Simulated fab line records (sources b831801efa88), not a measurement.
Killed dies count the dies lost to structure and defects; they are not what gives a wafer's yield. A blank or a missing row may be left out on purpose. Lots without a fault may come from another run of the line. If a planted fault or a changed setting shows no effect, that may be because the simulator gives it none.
Matching of chambers ; flow sky130 ; rie-diel-01 running SKY_VIA2_ETCH_15: 4 sister chambers
The step etches SiO2 in C4F8/O2/Ar, stops on TiN, target depth 546 nm, time 84 s. 4 wafers are shown with their chamber, then 8 later ones without.

WAFERS, EACH WITH ITS CHAMBER
wafer;chamber;oes-product-au (a.u.)
L083.1;1;0.944
L083.2;0;0.937
L083.3;3;0.940
L084.4;2;0.942

WAFERS WHOSE CHAMBER IS MISSING
wafer;oes-product-au (a.u.)
L084.5;0.936
L084.6;0.939
L087.3;0.940
L087.5;0.940
L087.6;0.939
L094.4;0.930
L094.5;0.941
L094.6;0.937

THE CHAMBER EACH PASSED THROUGH
wafer;from the rows above;in truth
L084.5;can't be placed: 0 or 3 or 2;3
L084.6;can't be placed: 3 or 0 or 2 or 1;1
L087.3;can't be placed: 3 or 2 or 0 or 1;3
L087.5;can't be placed: 3 or 2 or 0 or 1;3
L087.6;can't be placed: 3 or 0 or 2 or 1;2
L094.4;can't be placed: 0 or 3 or 2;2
L094.5;can't be placed: 2 or 3 or 1 or 0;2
L094.6;can't be placed: 0 or 3 or 2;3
0 of 8 placed correctly. Can't be placed from these rows: 8 (the true chamber is among the candidates in 8). Number placed wrongly: 0.
How it was worked out, from the rows above alone: a wafer's distance from a chamber is the root of the sum, over the readings, of the square of ((its reading less the chamber's mean) divided by the reading's scatter). If the next closest chamber is less than 2 further off than the closest, the wafer can't be placed; otherwise it belongs to the closest. For every chamber, the mean is computed from those of its wafers that are shown. The scatter: root of mean squared gap, hidden wafer to nearest shown wafer, with one shown wafer a chamber.
